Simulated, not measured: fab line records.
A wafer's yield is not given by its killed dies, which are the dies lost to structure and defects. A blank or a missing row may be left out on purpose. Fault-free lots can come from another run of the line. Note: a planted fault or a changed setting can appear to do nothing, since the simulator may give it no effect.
fab line records    flow gf180mcu
[record] lots = 13  wafers = 39  last_day = 34
route steps=602 shown DNWELL@39 MVPSD@139 DUAL_GATE@154 HV_LDD@196
lots with no fault: from the same line, run without faults
start_h: hours from the record's first day to the start of the lot's first wafer shown    wait_h: hours elapsed since this lot's preceding step    " identical to the entry in the row above    L1.1+2: a row that stands for several wafers    - either no value or no given start    * or withheld: withheld    < > ~ a bound
route shown NAME@n: NAME is a module with steps in the file, n the number in the route of the first one    usual: mean and standard deviation over wafers with no fault    same: alike in all rows    chamber/n: place in a boat    sites: the reading at each site    _std_site: the values' standard deviation    _edge_site: outer sites' mean less inner sites'    radius_mm: how far each site lies from the wafer's centre    mask NAME#n: copy n    behind: the tool/chamber that last shaped the wafer    hold: why the lot went on hold/how many hours it stayed there/how the hold came to an end    device: transistor that didn't switch, given as n, p or np    end of line: the route-end tests of the same wafers    step lacking rows: just its recipe    killed: dies lost to structure and defects at the first sort, not the wafer's yield    map: per-die view of a wafer (x killed, . not killed, _ where there is no die)
set.NAME: the setting as run; set.NAME@STEP: as run at that earlier step    model.NAME: the simulator's own value behind a step, which no gauge read
steps of the route over a sample of lots; a table a step, a row a wafer
services: the hour from which a tool's chamber was out of use, counted from the record's first day as start_h (under 0 if before that day), plus the number of hours and why
[[steps]]
[step GF_DNWELL_IMPLANT_07]
[recipe] species = P  energy_kev = 1500  dose_cm2 = 1e+13  tilt_deg = 0
[usual] dose_ions_cm2 = 1.0003e+13/1e+10  faraday_current_uA = 56.6/1
lot.wafer  tool          chamber  start_h  wait_h  dose_ions_cm2  faraday_current_uA
L307.1     implanter-02  0        42.33    -       9.993e+12      54.8
L307.3     "             0        "        "       1.0002e+13     56.9
L307.6     "             0        "        "       1.0004e+13     56.2
L308.2     implanter-01  0        48.27    -       9.997e+12      57.3
L308.4     "             0        "        "       1e+13          58.0
L308.5     "             0        "        "       9.996e+12      57.5
L309.1     implanter-01  0        52.59    -       9.994e+12      54.9
L309.3     "             0        "        "       1.001e+13      56.6
L309.5     "             0        "        "       9.995e+12      57.4
L311.1     implanter-04  0        63.39    -       1.0014e+13     55.8
L311.3     "             0        "        "       1.0004e+13     56.6
L311.5     "             0        "        "       9.987e+12      57.2
L312.3     implanter-02  0        69.41    -       1.0008e+13     57.4
L312.5     "             0        "        "       1.0011e+13     56.3
L312.6     "             0        "        "       1.0007e+13     58.9
L313.2     implanter-04  0        74.49    -       9.988e+12      56.8
L313.3     "             0        "        "       1.0017e+13     56.9
L313.6     "             0        "        "       9.987e+12      56.6
L314.1     implanter-04  0        80.09    -       1.0018e+13     56.9
L314.3     "             0        "        "       1e+13          56.6
L314.5     "             0        "        "       1.0001e+13     56.2
L315.1     implanter-04  0        84.11    -       1.0006e+13     56.3
L315.3     "             0        "        "       1.0015e+13     56.1
L315.5     "             0        "        "       1.0006e+13     55.9
L321.1     implanter-01  0        117.06   -       4.539e+12      25.6
L321.4     "             0        "        "       4.531e+12      26.6
L321.6     "             0        "        "       4.542e+12      26.0
L322.2     implanter-01  0        122.56   -       4.561e+12      25.0
L322.3     "             0        "        "       4.556e+12      25.3
L322.6     "             0        "        "       4.559e+12      25.0
L323.1     implanter-02  0        127.98   -       1.001e+13      56.4
L323.2     "             0        "        "       1.0006e+13     56.7
L323.3     "             0        "        "       9.998e+12      56.3
L326.1     implanter-02  0        144.14   -       1.0014e+13     55.9
L326.3     "             0        "        "       1.0018e+13     58.7
L326.4     "             0        "        "       9.999e+12      56.5
L328.1     implanter-04  0        153.84   -       9.996e+12      57.6
L328.3     "             0        "        "       9.992e+12      55.0
L328.6     "             0        "        "       9.99e+12       56.9
[step GF_DNWELL_TW_MEAS_09]
[usual] DNWELL_TW = 1354/14
lot.wafer  tool           chamber  start_h  wait_h  DNWELL_TW
L307.1     film_metro-04  -        42.58    0.1     1356
L307.3     "              -        "        "       1360
L307.6     "              -        "        "       1361
L308.2     film_metro-04  -        48.50    0.1     1369
L308.4     "              -        "        "       1378
L308.5     "              -        "        "       1372
L309.1     film_metro-01  -        52.84    0.1     1340
L309.3     "              -        "        "       1337
L309.5     "              -        "        "       1343
L311.1     film_metro-03  -        63.64    0.1     1360
L311.3     "              -        "        "       1360
L311.5     "              -        "        "       1361
L312.3     film_metro-01  -        69.63    0.1     1334
L312.5     "              -        "        "       1331
L312.6     "              -        "        "       1329
L313.2     film_metro-03  -        74.72    0.1     1377
L313.3     "              -        "        "       1366
L313.6     "              -        "        "       1378
L314.1     film_metro-01  -        80.34    0.1     1341
L314.3     "              -        "        "       1335
L314.5     "              -        "        "       1336
L315.1     film_metro-04  -        84.39    0.1     1364
L315.3     "              -        "        "       1360
L315.5     "              -        "        "       1362
L321.1     film_metro-01  -        117.31   0.1     1037
L321.4     "              -        "        "       1038
L321.6     "              -        "        "       1033
L322.2     film_metro-03  -        122.80   0.1     1053
L322.3     "              -        "        "       1060
L322.6     "              -        "        "       1058
L323.1     film_metro-01  -        128.23   0.1     1345
L323.2     "              -        "        "       1349
L323.3     "              -        "        "       1342
L326.1     film_metro-04  -        144.39   0.1     1375
L326.3     "              -        "        "       1366
L326.4     "              -        "        "       1369
L328.1     film_metro-01  -        154.09   0.1     1350
L328.3     "              -        "        "       1347
L328.6     "              -        "        "       1352
[step GF_VT_IMPLANT_RS_MEAS_49]
[recipe] thk_meas_gauge = four-point-probe
[usual] MVPSD_RS = 1168.8/2.7
lot.wafer  tool           chamber  start_h  wait_h  MVPSD_RS[ohm/sq]
L307.1     film_metro-01  -        157.83   0.1     1167.1
L307.3     "              -        "        "       1170.0
L307.6     "              -        "        "       1170.1
L308.2     film_metro-01  -        164.20   0.1     1168.8
L308.4     "              -        "        "       1166.4
L308.5     "              -        "        "       1167.8
L309.1     film_metro-02  -        170.78   0.1     1169.8
L309.3     "              -        "        "       1165.9
L309.5     "              -        "        "       1168.6
L311.1     film_metro-01  -        184.43   0.1     1170.3
L311.3     "              -        "        "       1172.9
L311.5     "              -        "        "       1170.6
L312.3     film_metro-03  -        191.03   0.1     1168.7
L312.5     "              -        "        "       1173.5
L312.6     "              -        "        "       1171.0
L313.2     film_metro-02  -        197.55   0.1     1167.8
L313.3     "              -        "        "       1169.4
L313.6     "              -        "        "       1169.8
L314.1     film_metro-01  -        205.08   0.1     1171.2
L314.3     "              -        "        "       1171.3
L314.5     "              -        "        "       1168.1
L315.1     film_metro-01  -        210.60   0.1     1168.8
L315.3     "              -        "        "       1171.1
L315.5     "              -        "        "       1171.3
L321.1     film_metro-01  -        250.98   0.1     1172.3
L321.4     "              -        "        "       1168.8
L321.6     "              -        "        "       1173.0
L322.2     film_metro-03  -        259.47   0.1     1170.2
L322.3     "              -        "        "       1171.1
L322.6     "              -        "        "       1169.7
L323.1     film_metro-02  -        266.33   0.1     1168.2
L323.2     "              -        "        "       1169.9
L323.3     "              -        "        "       1171.9
L326.1     film_metro-03  -        286.38   0.1     1169.5
L326.3     "              -        "        "       1169.5
L326.4     "              -        "        "       1167.7
L328.1     film_metro-02  -        299.29   0.1     1168.8
L328.3     "              -        "        "       1167.7
L328.6     "              -        "        "       1165.9
[step GF_DUAL_GATE_STRIP_13]
[recipe] chemistry = O2/N2  power_w = 1400  pressure_mtorr = 1500  platen_temp_c = 250  o2_flow_sccm = 3000  n2_flow_sccm = 300  overash_fraction = 0.5
[usual] drypump_motor_current_A = 5.7/0.52  heater_power_w = 368/39  o2_flow_sccm = 3001/8.9  oes_product_au = 0.716/0.0042  strip_time_to_endpoint_s = 12.62/0.036
lot.wafer  tool             chamber  start_h  wait_h  drypump_motor_current_A  heater_power_w  o2_flow_sccm  oes_product_au  rf_hours_counter_h  strip_time_to_endpoint_s
L307.1     plasma_asher-04  1        175.56   0.0     5.1                      343             3001          0.711           51                  12.64
L307.3     "                0        "        "       5.7                      324             2998          0.717           -                   12.63
L307.6     "                0        "        "       5.7                      335             2999          0.712           -                   12.63
L308.2     plasma_asher-03  1        182.66   0.0     5.1                      431             2977          0.716           7                   12.63
L308.4     "                0        "        "       5.7                      384             2993          0.716           -                   12.59
L308.5     "                1        "        "       5.1                      442             2994          0.716           -                   12.58
L309.1     plasma_asher-03  0        189.73   0.0     5.7                      374             2995          0.722           7                   12.63
L309.3     "                1        "        "       5.1                      437             2984          0.714           -                   12.62
L309.5     "                0        "        "       5.7                      390             3010          0.715           -                   12.64
L311.1     plasma_asher-02  1        203.01   0.0     6.1                      344             2998          0.715           39                  12.62
L311.3     "                0        "        "       6.5                      351             3006          0.719           -                   12.59
L311.5     "                0        "        "       6.4                      348             2992          0.716           -                   12.65
L312.3     plasma_asher-04  0        210.19   0.0     5.7                      333             2978          0.711           -                   12.58
L312.5     "                0        "        "       5.7                      333             2998          0.713           -                   12.56
L312.6     "                1        "        "       5.1                      339             3013          0.721           -                   12.58
L313.2     plasma_asher-02  1        217.09   0.0     6.0                      342             2995          0.717           41                  12.54
L313.3     "                1        "        "       6.1                      333             2990          0.711           -                   12.61
L313.6     "                0        "        "       6.5                      344             3013          0.705           -                   12.59
L314.1     plasma_asher-03  0        225.64   0.0     5.7                      391             3010          0.712           12                  12.62
L314.3     "                0        "        "       5.7                      384             3017          0.713           -                   12.60
L314.5     "                1        "        "       5.0                      443             2994          0.719           -                   12.60
L315.1     plasma_asher-04  0        230.78   0.0     5.7                      339             2999          0.721           57                  12.61
L315.3     "                0        "        "       5.7                      330             3013          0.714           -                   12.60
L315.5     "                1        "        "       5.1                      341             2989          0.712           -                   12.58
L321.1     plasma_asher-03  1        272.33   0.0     5.1                      443             2991          0.715           17                  12.59
L321.4     "                0        "        "       5.7                      378             2994          0.717           -                   12.63
L321.6     "                1        "        "       5.0                      442             2993          0.712           -                   12.63
L322.2     plasma_asher-03  0        281.69   0.0     5.7                      375             2994          0.724           18                  12.58
L322.3     "                0        "        "       5.7                      381             2994          0.715           -                   12.58
L322.6     "                1        "        "       5.1                      442             2999          0.714           -                   12.59
L323.1     plasma_asher-04  1        287.89   0.0     5.1                      346             3000          0.712           63                  12.61
L323.2     "                0        "        "       5.7                      338             3003          0.713           63                  12.63
L323.3     "                0        "        "       5.7                      340             2995          0.713           -                   12.59
L326.1     plasma_asher-02  1        308.05   0.0     6.1                      341             2997          0.716           49                  12.64
L326.3     "                0        "        "       6.5                      343             2996          0.714           -                   12.65
L326.4     "                1        "        "       6.0                      345             3002          0.718           -                   12.65
L328.1     plasma_asher-02  0        321.58   0.0     6.6                      359             3008          0.712           50                  12.59
L328.3     "                1        "        "       6.1                      353             3001          0.720           -                   12.63
L328.6     "                0        "        "       6.6                      354             3004          0.718           -                   12.61
[step GF_HV_LDD_OVL_MEAS_20]
[usual] HV_LDD_01_OVL = -0.6/1.4
lot.wafer  tool        chamber  start_h  wait_h  HV_LDD_01_OVL[nm]
L307.1     overlay-01  -        234.81   0.1     0.1
L307.3     "           -        "        "       1.5
L307.6     "           -        "        "       -0.2
L308.2     overlay-02  -        240.99   0.1     -0.3
L308.4     "           -        "        "       -1.3
L308.5     "           -        "        "       0.2
L309.1     overlay-01  -        249.95   0.1     0.0
L309.3     "           -        "        "       0.5
L309.5     "           -        "        "       -0.7
L311.1     overlay-01  -        264.53   0.1     -0.5
L311.3     "           -        "        "       0.6
L311.5     "           -        "        "       0.6
L312.3     overlay-01  -        270.79   0.1     -1.4
L312.5     "           -        "        "       -1.3
L312.6     "           -        "        "       0.0
L313.2     overlay-02  -        276.84   0.1     0.7
L313.3     "           -        "        "       0.7
L313.6     "           -        "        "       0.2
L314.1     overlay-01  -        288.91   0.1     0.3
L314.3     "           -        "        "       0.3
L314.5     "           -        "        "       -0.4
L315.1     overlay-01  -        294.81   0.1     -3.0
L315.3     "           -        "        "       -2.4
L315.5     "           -        "        "       -2.6
L321.1     overlay-02  -        339.31   0.1     -1.7
L321.4     "           -        "        "       -1.8
L321.6     "           -        "        "       -1.1
L322.2     overlay-02  -        351.36   0.1     -1.1
L322.3     "           -        "        "       -0.1
L322.6     "           -        "        "       -0.9
L323.1     overlay-02  -        357.08   0.1     -1.5
L323.2     "           -        "        "       0.7
L323.3     "           -        "        "       -1.2
L326.1     overlay-01  -        378.23   0.1     -0.8
L326.3     "           -        "        "       -0.9
L326.4     "           -        "        "       -0.8
L328.1     overlay-01  -        393.88   0.1     0.9
L328.3     "           -        "        "       1.0
L328.6     "           -        "        "       1.3
[[services]]
tool             chamber  start_h  hours  kind
implanter-01     -        19.22    3.5    repair
plasma_asher-03  -        29.48    0.7    repair
implanter-04     -        39.55    3.9    repair
plasma_asher-04  -        51.72    2.8    repair
implanter-02     -        61.56    2.3    pm
implanter-02     -        71.42    4.6    pm
implanter-02     -        89.75    2.9    repair
plasma_asher-03  -        108.75   9.0    pm
implanter-02     -        120.07   3.9    repair
implanter-04     -        126.27   4.3    pm
implanter-01     -        132.44   8.9    repair
plasma_asher-02  -        137.15   7.5    pm
implanter-04     -        151.54   1.3    repair
implanter-04     -        165.41   1.1    repair
implanter-01     -        192.82   2.2    repair
plasma_asher-04  -        212.57   2.8    pm
plasma_asher-02  -        222.99   11.1   repair
implanter-01     -        234.32   4.4    pm
implanter-04     -        247.68   1.2    repair
plasma_asher-02  -        277.99   1.2    repair
implanter-04     -        278.90   3.2    repair
implanter-01     -        279.93   4.4    pm
plasma_asher-04  -        301.82   1.1    repair
plasma_asher-03  -        304.67   14.6   pm
[[key]]
[first_sign] step = GF_DNWELL_IMPLANT_07  reading = dose_ions_cm2  direction = down  sigmas = 99+  usual = 1.0003e+13  struck = 4.548e+12
[effect] step = GF_DNWELL_IMPLANT_07  reading = faraday_current_uA  direction = down  sigmas = 31  usual = 56.6  struck = 25.6
[effect] step = GF_DNWELL_TW_MEAS_09  reading = DNWELL_TW  direction = down  sigmas = 22  usual = 1354  struck = 1046
met_at GF_DNWELL_IMPLANT_07
struck_lots L321,L322
tester_left_out L321,L322
not_acting_at GF_VT_IMPLANT_RS_MEAS_49,GF_DUAL_GATE_STRIP_13,GF_HV_LDD_OVL_MEAS_20
onset_between 52.59 117.06
[fault] kind = process_parameter_drift  tool = implanter-01  chamber = -  onset_h = 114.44  steps = GF_DNWELL_IMPLANT_07  channel = dose_cm2  offset = -5.4644e+12  shape = step  end_h = 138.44  acts_in = these_recipes_only  stated = 1e+13
// tester_left_out: of these lots the tester's yield and bins aren't shown, on N5 and GAA mostly nor the transistor test; their killed dies are dies lost to structure and defects alone, not to doping, threshold or leakage, so they don't give the yield
